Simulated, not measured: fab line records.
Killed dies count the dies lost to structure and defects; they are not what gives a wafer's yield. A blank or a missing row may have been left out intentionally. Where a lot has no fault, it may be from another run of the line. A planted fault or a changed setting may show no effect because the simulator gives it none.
fab line records	flow sky130
[record] lots = 7	wafers = 18	last-day = 52
route steps=708 shown METAL1@446 VIA1@458
lots untouched by any fault: they come from a run of this same line in which no faults occurred
start-h: hours from the record's opening day to when the first of the lot's shown wafers began	wait-h: hours elapsed since this lot's preceding step	" as in the row above	L1.1+2: a single row standing in for several wafers	- no value, or no start given	* or withheld: withheld	< > ~ a bound
route shown NAME@n: NAME is a module with steps in the file, n the number in the route of the first one	usual: average and standard deviation across the fault-free wafers	same: alike in all rows	chamber/n: place in a boat	sites: the reading at each site	_std_site: standard deviation across them	_edge_site: mean of outer sites minus mean of inner sites	radius-mm: how far each site lies from the wafer's centre	mask NAME#n: copy n	behind: the most recent tool/chamber to have shaped the wafer	hold: what put the lot on hold/how long, in hours/how the hold closed	device: the transistor (n, p or np) that didn't switch	end of line: the tests these same wafers got at the end of their route	where a step has no rows: the recipe by itself	killed: at the first sort, the dies lost to defects and structure; wafer yield is something else	map: shows each die of a wafer: x if killed, . if not, _ if none is there
set.NAME: the setting the step ran with; set.NAME@STEP: the setting that earlier step ran with	model.NAME: the simulator's own value behind a step, which no gauge read
lots at some steps of the route; a table a step, a row a wafer
services: when a tool's chamber went out of use (start-h, in hours from the record's first day, below 0 if earlier), for how many hours, and the reason
[[steps]]
[step SKY_METAL1_EXPOSE_12]
[recipe] mask-id = MM1	na = 0.8	source-shape = annular	sigma-inner = 0.55	sigma-outer = 0.85	target-cd-nm = 140	dose-mj = 28
[step SKY_METAL1_PEB_13]
[recipe] peb-temp-c = withheld	peb-time-s = withheld	resist = KrF-thick
[step SKY_METAL1_DEVELOP_14]
[recipe] develop-time-s = 60	resist = KrF-thick	dev-temp-c = 21
[step SKY_METAL1_CD_MEAS_15]
[recipe] target-cd-nm = 140
[usual] cd-nm = 139.4/1.5
lot.wafer	tool	chamber	start-h	wait-h	cd-nm
L171.3	cd-sem-01	-	826.11	-	137.5
L171.6	"	-	"	"	139.5
L172.1	cd-sem-02	-	827.85	-	136.5
L172.3	"	-	"	"	136.4
L175.4	cd-sem-01	-	829.56	-	138.8
L175.6	"	-	"	"	138.3
L178.1	cd-sem-02	-	832.27	-	139.5
L178.2	"	-	"	"	139.5
L178.4	"	-	"	"	139.8
L182.1	cd-sem-02	-	973.27	-	140.8
L182.2	"	-	"	"	139.7
L182.6	"	-	"	"	139.6
L185.2	cd-sem-01	-	973.37	-	140.5
L185.4	"	-	"	"	140.9
L185.6	"	-	"	"	141.6
L186.1	cd-sem-02	-	977.35	-	138.1
L186.2	"	-	"	"	138.5
L186.3	"	-	"	"	137.9
[step SKY_METAL1_OVL_MEAS_16]
[usual] METAL1_OVL = -1/7.3
lot.wafer	tool	chamber	start-h	wait-h	METAL1_OVL[nm]
L171.3	overlay-01	-	826.20	0.1	8
L171.6	"	-	"	"	-6
L172.1	overlay-02	-	827.97	0.1	8
L172.3	"	-	"	"	6
L175.4	overlay-01	-	829.63	0.1	-2
L175.6	"	-	"	"	-3
L178.1	overlay-01	-	832.39	0.1	-4
L178.2	"	-	"	"	-4
L178.4	"	-	"	"	-5
L182.1	overlay-01	-	973.39	0.1	-5
L182.2	"	-	"	"	-15
L182.6	"	-	"	"	-12
L185.2	overlay-02	-	973.47	0.1	-2
L185.4	"	-	"	"	-4
L185.6	"	-	"	"	2
L186.1	overlay-01	-	977.47	0.1	-4
L186.2	"	-	"	"	1
L186.3	"	-	"	"	-7
[step SKY_METAL1_DESCUM_17]
[recipe] chemistry = O2	source-power-w = 150	bias-power-w = 0	pressure-mtorr = 10	temp-c = 40	time-s = 8
[usual] drypump-motor-current-A = 5.5/0.31	oes-product-au = 1.002/0.015
lot.wafer	tool	chamber	start-h	wait-h	drypump-motor-current-A	oes-product-au	rf-hours-counter-h
L171.3	rie-metal-02	0	826.23	0.0	5.9	0.987	-
L171.6	"	0	"	"	5.9	0.979	-
L172.1	rie-metal-02	0	828.00	0.0	5.9	0.979	8
L172.3	"	1	"	"	5.5	1.008	-
L175.4	rie-metal-02	1	829.66	0.0	5.5	1.010	-
L175.6	"	0	"	"	5.9	0.993	-
L178.1	rie-metal-01	1	832.42	0.0	5.2	1.020	7
L178.2	"	1	"	"	5.2	1.013	-
L178.4	"	1	"	"	5.2	1.015	-
L182.1	rie-metal-02	1	973.43	0.0	5.5	1.006	18
L182.2	"	0	"	"	5.9	0.986	15
L182.6	"	0	"	"	5.9	0.988	-
L185.2	rie-metal-04	1	973.50	0.0	5.7	1.020	3
L185.4	"	0	"	"	5.9	0.982	-
L185.6	"	0	"	"	5.9	0.986	-
L186.1	rie-metal-02	0	977.50	0.0	5.9	0.981	15
L186.2	"	1	"	"	5.5	1.016	18
L186.3	"	0	"	"	5.9	0.989	-
[step SKY_METAL1_ETCH_18]
[recipe] chemistry = N2/H2	target = BARC	ion-energy-ev = 200	bias-w = 100	pressure-mtorr = 30	n2-flow-sccm = 100	h2-flow-sccm = 200	icp-w = 500	stop-on = SiO2	time-s = 45.9	target-depth-a = 600
[usual] bias-w = 99.96/0.26	drypump-motor-current-A = 5.5/0.31	oes-product-au = 0.854/0.0049	throttle-valve-pct = 13.225/0.0094
lot.wafer	tool	chamber	start-h	wait-h	bias-w	drypump-motor-current-A	oes-product-au	rf-hours-counter-h	throttle-valve-pct
L171.3	rie-metal-02	0	826.28	0.0	100.45	5.9	0.856	-	13.233
L171.6	"	0	"	"	100.24	5.9	0.860	-	13.226
L172.1	rie-metal-02	0	828.03	0.0	99.96	5.9	0.863	8	13.234
L172.3	"	1	"	"	99.58	5.5	0.856	-	13.233
L175.4	rie-metal-02	1	829.70	0.0	99.61	5.5	0.851	-	13.242
L175.6	"	0	"	"	99.98	5.9	0.856	-	13.236
L178.1	rie-metal-01	1	832.49	0.1	99.94	5.3	0.857	7	13.219
L178.2	"	1	"	"	99.75	5.3	0.863	-	13.221
L178.4	"	1	"	"	100.09	5.3	0.864	-	13.239
L182.1	rie-metal-02	1	973.46	0.0	99.91	5.5	0.851	18	13.215
L182.2	"	0	"	"	100.33	5.9	0.848	15	13.235
L182.6	"	0	"	"	100.01	5.9	0.852	-	13.221
L185.2	rie-metal-04	1	973.53	0.0	100.05	5.7	0.852	3	13.213
L185.4	"	0	"	"	100.31	5.9	0.854	-	13.217
L185.6	"	0	"	"	100.05	5.9	0.861	-	13.223
L186.1	rie-metal-02	0	977.53	0.0	100.78	5.9	0.849	15	13.227
L186.2	"	1	"	"	100.09	5.5	0.846	18	13.221
L186.3	"	0	"	"	99.97	5.9	0.845	-	13.235
[step SKY_METAL1_METAL_ETCH_19]
[recipe] target-depth-a = 3600	stop-on = SiO2	over-etch-frac = 0.3	time-s = 78	chemistry = Cl2/BCl3	resist-sidewall-deg = 88	pressure-mtorr = 10	icp-w = 900	bias-w = 48.5	Cl2_flow_sccm = 60	bcl3-flow-sccm = 30
[usual] bias-w = 48.49/0.15	drypump-motor-current-A = 5.5/0.31	oes-product-au = 0.853/0.0063	throttle-valve-pct = 22.265/0.0094
lot.wafer	tool	chamber	start-h	wait-h	bias-w	drypump-motor-current-A	oes-product-au	rf-hours-counter-h	throttle-valve-pct
L171.3	rie-metal-02	0	826.35	0.1	48.68	5.9	0.858	-	22.262
L171.6	"	0	"	"	48.80	5.9	0.849	-	22.270
L172.1	rie-metal-02	0	828.10	0.0	48.36	5.9	0.854	8	22.264
L172.3	"	1	"	"	48.64	5.5	0.856	-	22.259
L175.4	rie-metal-02	1	829.78	0.1	48.28	5.6	0.854	-	22.270
L175.6	"	0	"	"	48.38	5.9	0.856	-	22.262
L178.1	rie-metal-01	1	832.61	0.1	48.42	5.2	0.847	7	22.268
L178.2	"	1	"	"	48.52	5.3	0.863	-	22.265
L178.4	"	1	"	"	48.60	5.2	0.854	-	22.260
L182.1	rie-metal-02	1	973.52	0.0	48.15	5.5	0.842	18	22.266
L182.2	"	0	"	"	48.42	5.9	0.850	15	22.257
L182.6	"	0	"	"	48.55	5.9	0.845	-	22.264
L185.2	rie-metal-04	1	973.60	0.0	48.71	5.7	0.853	3	22.292
L185.4	"	0	"	"	48.55	5.9	0.851	-	22.263
L185.6	"	0	"	"	48.41	5.9	0.854	-	22.272
L186.1	rie-metal-02	0	977.60	0.0	48.79	5.9	0.849	15	22.284
L186.2	"	1	"	"	48.47	5.5	0.850	18	22.254
L186.3	"	0	"	"	48.86	5.9	0.847	-	22.272
[step SKY_METAL1_STRIP_20]
[recipe] chemistry = O2/N2	power-w = 1400	pressure-mtorr = 1500	platen-temp-c = withheld	o2-flow-sccm = 3000	n2-flow-sccm = 300	overash-fraction = 0.5
[usual] drypump-motor-current-A = 5.62/0.27	o2-flow-sccm = 2999/9.2	oes-product-au = 0.343/0.0053	strip-time-to-endpoint-s = 2.69/0.072
lot.wafer	tool	chamber	start-h	wait-h	drypump-motor-current-A	o2-flow-sccm	oes-product-au	rf-hours-counter-h	strip-time-to-endpoint-s
L171.3	plasma-asher-01	0	826.44	0.1	5.92	3000	0.349	-	2.74
L171.6	"	1	"	"	5.70	3012	0.344	-	2.77
L172.1	plasma-asher-02	0	828.19	0.1	5.79	3011	0.346	9	2.77
L172.3	"	0	"	"	5.80	3003	0.344	-	2.68
L175.4	plasma-asher-01	1	829.87	0.1	5.76	2999	0.345	-	2.66
L175.6	"	1	"	"	5.75	2987	0.348	-	2.74
L178.1	plasma-asher-03	0	832.79	0.1	5.45	2997	0.338	93	2.66
L178.2	"	1	"	"	5.12	2994	0.341	93	2.57
L178.4	"	1	"	"	5.15	2998	0.341	-	2.62
L182.1	plasma-asher-02	0	973.61	0.1	5.77	3004	0.338	24	2.66
L182.2	"	1	"	"	5.75	2995	0.343	24	2.78
L182.6	"	0	"	"	5.77	3002	0.354	-	2.76
L185.2	plasma-asher-01	1	973.69	0.1	5.72	3004	0.335	56	2.63
L185.4	"	0	"	"	5.92	2991	0.343	-	2.76
L185.6	"	1	"	"	5.74	2999	0.337	-	2.77
L186.1	plasma-asher-02	1	977.69	0.1	5.79	3002	0.345	25	2.74
L186.2	"	0	"	"	5.80	2985	0.348	25	2.62
L186.3	"	1	"	"	5.77	3015	0.336	-	2.74
[step SKY_METAL1_STRIP_21]
[recipe] chemistry = post-etch-residue-remover	time-s = 1200	temp-c = 72.5
[step SKY_METAL1_CLEAN_22]
[recipe] chemistry = IPA	time-s = 180	temp-c = 25
[step SKY_METAL1_CLEAN_23]
[recipe] chemistry = O3/DIW	dry = n2-spin
[step SKY_VIA1_HDPCVD_00]
[recipe] material = SiO2	target-thk-nm = 1030	sigma-open-frac = 0.3	time-s = 171.7	temp-c = 400	sih4-flow-sccm = 60	pressure-mtorr = 6
lot.wafer	tool	chamber	start-h	wait-h	model.SiO2_of_VIA1_HDPCVD_00.thk-nm
L171.3	hdpcvd-02	2	827.00	0.0	1516
L171.6	"	2	"	"	1032
L172.1	hdpcvd-02	2	828.81	0.0	1019
L172.3	"	1	"	"	1535
L175.4	hdpcvd-02	1	830.52	0.1	1521
L175.6	"	0	"	"	1032
L178.1	hdpcvd-01	2	833.39	0.0	1037
L178.2	"	0	"	"	1023
L178.4	"	2	"	"	1027
L182.1+6	hdpcvd-01	1	974.21	0.0	1029
L182.2	"	0	"	"	1032
L185.2	hdpcvd-02	1	974.28	0.0	1007
L185.4	"	0	"	"	1027
L185.6	"	1	"	"	1017
L186.1	hdpcvd-01	1	978.28	0.0	1044
L186.2	"	2	"	"	1054
L186.3	"	0	"	"	1033
[step SKY_VIA1_THK_MEAS_01]
[recipe] reads = SiO2_of_VIA1_HDPCVD_00
[usual] VIA1_HDPCVD_THK = 1031/12
lot.wafer	tool	chamber	start-h	wait-h	VIA1_HDPCVD_THK[nm]
L171.3	film-metro-02	-	827.13	0.1	1515
L171.6	"	-	"	"	1032
L172.1	film-metro-04	-	828.93	0.1	1019
L172.3	"	-	"	"	1535
L175.4	film-metro-04	-	830.61	0.0	1522
L175.6	"	-	"	"	1033
L178.1	film-metro-02	-	833.50	0.1	1036
L178.2	"	-	"	"	1023
L178.4	"	-	"	"	1027
L182.1	film-metro-03	-	974.32	0.1	1030
L182.2	"	-	"	"	1033
L182.6	"	-	"	"	1028
L185.2	film-metro-02	-	974.40	0.1	1007
L185.4	"	-	"	"	1027
L185.6	"	-	"	"	1017
L186.1	film-metro-04	-	978.39	0.1	1044
L186.2	"	-	"	"	1054
L186.3	"	-	"	"	1033
[step SKY_VIA1_CMP_02]
[recipe] material = SiO2	down-force-psi = 4	platen-rpm = 60	pad-velocity-m-s = 0.94248
[usual] motor-current-A = 12.4/1	platen-rpm = 60.00/0.036	slurry-flow-ml-min = 149.9/0.47
lot.wafer	tool	chamber	start-h	wait-h	motor-current-A	platen-rpm	slurry-flow-ml-min
L171.3	cmp-02	1	827.32	0.2	12.0	59.99	149.8
L171.6	"	3	"	"	12.5	60.03	150.0
L172.1	cmp-02	2	829.09	0.1	13.3	59.98	150.7
L172.3	"	3	"	"	12.6	60.06	150.5
L175.4	cmp-01	0	830.71	0.1	13.0	59.96	150.0
L175.6	"	3	"	"	12.2	60.04	149.3
L178.2	cmp-01	2	833.61	0.1	13.6	59.95	150.0
L178.4	"	3	"	"	11.6	59.99	150.6
L178.1	"	0	"	"	13.1	60.06	150.6
L182.1	cmp-02	2	974.43	0.1	14.0	60.00	150.5
L182.2	"	0	"	"	10.9	60.05	151.0
L182.6	"	2	"	"	13.5	60.05	149.9
L185.4	cmp-01	1	974.50	0.1	10.9	59.96	150.0
L185.2	"	2	"	"	13.5	60.01	150.3
L185.6	"	1	"	"	10.5	59.95	150.1
L186.1	cmp-02	1	978.50	0.1	12.0	59.93	150.2
L186.3	"	2	"	"	13.2	59.98	149.5
L186.2	"	3	"	"	13.1	60.02	150.1
[[services]]
tool	chamber	start-h	hours	kind
hdpcvd-02	-	811.44	1.7	repair
cmp-01	-	812.68	3.9	repair
hdpcvd-01	-	819.59	0.7	repair
rie-metal-01	-	824.85	2.8	pm
plasma-asher-03	-	827.92	3.6	repair
rie-metal-01	0	829.20	5.3	repair
rie-metal-02	-	831.80	1.4	pm
plasma-asher-02	-	839.52	1.4	repair
hdpcvd-01	0	850.39	9.4	repair
hdpcvd-02	-	851.88	4.3	pm
rie-metal-04	0	860.98	3.8	repair
cmp-01	-	862.59	4.8	pm
rie-metal-01	-	869.76	0.3	repair
rie-metal-01	-	889.09	1.4	pm
cmp-02	-	891.02	7.2	pm
cmp-02	-	898.27	6.8	pm
rie-metal-01	-	903.75	2.5	repair
hdpcvd-02	-	905.91	3.2	repair
cmp-01	-	912.03	4.0	pm
rie-metal-02	-	918.26	0.2	repair
hdpcvd-02	1	926.74	3.7	repair
plasma-asher-02	-	949.69	3.4	repair
hdpcvd-02	-	950.29	15.0	pm
plasma-asher-01	-	977.38	12.5	repair
[[key]]
[first-sign] step = SKY_VIA1_THK_MEAS_01	reading = VIA1_HDPCVD_THK	direction = up	sigmas = 42	usual = 1031	struck = 1524
effect none on later readings
[model-effect] step = SKY_VIA1_HDPCVD_00	value = SiO2_of_VIA1_HDPCVD_00.thk-nm	without = 1031	struck = 1524
met-at SKY_VIA1_HDPCVD_00
struck-wafers L171.3,L172.3,L175.4
[fault] kind = process-parameter-drift	tool = hdpcvd-02	chamber = -	onset-h = 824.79	steps = SKY_VIA1_HDPCVD_00	channel = target-thk-nm	offset = 493.18	shape = step	end-h = 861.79	scope = struck-wafers-only	acts-in = these-recipes-only	stated = 1030
